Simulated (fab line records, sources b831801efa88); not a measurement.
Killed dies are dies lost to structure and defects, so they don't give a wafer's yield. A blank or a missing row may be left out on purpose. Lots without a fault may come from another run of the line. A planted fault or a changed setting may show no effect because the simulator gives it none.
A struck lot beside a sound one | flow sky130 | 18 steps out of a route of 708
Sound: wafers L280.1, L280.5, L280.6. Struck: wafer L269.2. (L269.1, L269.3 of the same lot were not struck and are left out.) The cause comes at the end.
At each step with rows: each side's tool, then ch and its chambers, then its first start. Under that, the readings that differ: sound wafers | struck wafers | difference of the means | sigmas: that difference in standard deviations of wafers without a fault.
alike: readings whose means differ by less than 2 such deviations, and words and numbers that are the same on both sides. not compared: withheld readings, readings that some wafer has no value for, bounds like >300 that may hide the same value, and numbers for which the record gives no deviation and whose values overlap.
The two part at a step that has a row with sigmas, a row that says differs or no value, or rows on one side only. Numbers that don't overlap but have no deviation are shown without sigmas and don't part them. A reading that every wafer of one side lacks parts them only if that side has two wafers or more.

first, 3 steps without rows for these wafers: SKY_LI_CONTACT_EXPOSE_09 (exposes mask LICM1, target cd 170 nm); SKY_LI_CONTACT_PEB_10; SKY_LI_CONTACT_DEVELOP_11 (develop time 60 s).
SKY_LI_CONTACT_CD_MEAS_12: target cd 170 nm.
  sound on cd_sem-01, day 34 09:13; struck on cd_sem-02, day 30 18:05
  reading    | sound             | struck | difference | sigmas
  cd_nm (nm) | 172.8 169.7 172.1 | 166.9  | -4.6       | -3
SKY_LI_CONTACT_OVL_MEAS_13:
  sound on overlay-01, day 34 09:20; struck on overlay-01, day 30 18:12
  alike: LI_CONTACT_OVL
then, 1 step without rows for these wafers: SKY_LI_CONTACT_ETCH_14 (etches BARC in N2/H2, stops on SiO2, time 45.9 s, target depth 60 nm).
SKY_LI_CONTACT_ETCH_15: etches PSG in C4F8/O2/Ar, stops on Si, target depth 600 nm.
  sound on rie_diel-01 ch 0,3, day 34 09:25; struck on rie_diel-04 ch 3, day 30 18:17
  alike: oes_product_au
SKY_LI_CONTACT_STRIP_16: strips in O2/N2.
  sound on plasma_asher-04 ch 0,1, day 34 09:29; struck on plasma_asher-03 ch 0, day 30 18:22
  alike: drypump_motor_current_A, oes_product_au, strip_time_to_endpoint_s
  not compared: rf_hours_counter_h
then, 2 steps without rows for these wafers: SKY_LI_CONTACT_CLEAN_17 (cleans in NMP, time 600 s); SKY_LI_CONTACT_PRE_CLEAN_18 (time 5.6 s).
SKY_LI_CONTACT_SPUTTER_19: material Ti, target thk 20 nm, time 106.37 s.
  sound on pvd_sputter-02, day 34 09:47; struck on pvd_sputter-01, day 30 18:40
  alike: chamber_pressure_pa, throttle_valve_pct
SKY_LI_CONTACT_SPUTTER_20: material TiN, target thk 20 nm, time 80 s.
  sound on pvd_sputter-02, day 34 09:52; struck on pvd_sputter-01, day 30 18:44
  alike: chamber_pressure_pa, throttle_valve_pct
SKY_LI_CONTACT_CVD_21: deposits W, target thk 400 nm, time 120.56 s.
  sound on cvd_w-01 ch 0,1, day 34 09:56; struck on cvd_w-01 ch 0, day 30 18:48
  reading                                  | sound             | struck | difference | sigmas
  model.W_of_LI_CONTACT_CVD_21.thk_nm (nm) | 413.3 420.4 396.8 | 232.1  | -178.1     |
  alike: heater_power_w, susceptor_temp_C
SKY_LI_CONTACT_RS_MEAS_22: measures by four-point-probe.
  sound on film_metro-04, day 34 10:03; struck on film_metro-01, day 30 18:55
  reading                  | sound             | struck | difference | sigmas
  LI_CONTACT_W_RS (ohm/sq) | 0.275 0.271 0.287 | 0.492  | +0.214     | +34
SKY_LI_CONTACT_THK_MEAS_23: measures by xrf.
  sound on film_metro-04, day 34 10:10; struck on film_metro-01, day 30 19:02
  reading               | sound       | struck | difference | sigmas
  LI_CONTACT_W_THK (nm) | 429 436 409 | 235    | -190       | -16
SKY_LI_CONTACT_CMP_24: polishes, stops on PSG, t overpolish 20 s, target thk 0 nm.
  sound on cmp-01 ch 1,2,3, day 34 10:23; struck on cmp-02 ch 1, day 30 19:06
  reading                | sound     | struck | difference | sigmas
  time_to_endpoint_s (s) | 95 100 98 | 58     | -40        | -10
  alike: motor_current_A
SKY_LOCAL_INTERCONNECT_SPUTTER_00: material TiN, target thk 100 nm, time 83.3 s.
  sound on pvd_sputter-01, day 34 10:32; struck on pvd_sputter-01, day 30 19:24
  alike: chamber_pressure_pa, susceptor_temp_C, throttle_valve_pct
-- the record jumps here: 16 days lie between the struck wafers' starts before and after (it left off in module LOCAL_INTERCONNECT and takes up again in module PAD_OPEN, whose first step shown is number 708 of the route) --
SKY_PAD_OPEN_PROBE_99:
  sound on prober-02, day 49 15:02; struck on prober-01, day 47 00:11
  reading            | sound    | struck | difference | sigmas
  killed_at_contacts | 23 32 24 | 15     | -11        | -2
  alike: killed_at_M0_to_M3, killed_at_M4_up, killed_at_front_end, killed_at_other, killed_dies, killed_open, killed_short

WHERE THEY PART
First at SKY_LI_CONTACT_CD_MEAS_12; last, within this record, at SKY_PAD_OPEN_PROBE_99.

WHY: what the simulator had put in
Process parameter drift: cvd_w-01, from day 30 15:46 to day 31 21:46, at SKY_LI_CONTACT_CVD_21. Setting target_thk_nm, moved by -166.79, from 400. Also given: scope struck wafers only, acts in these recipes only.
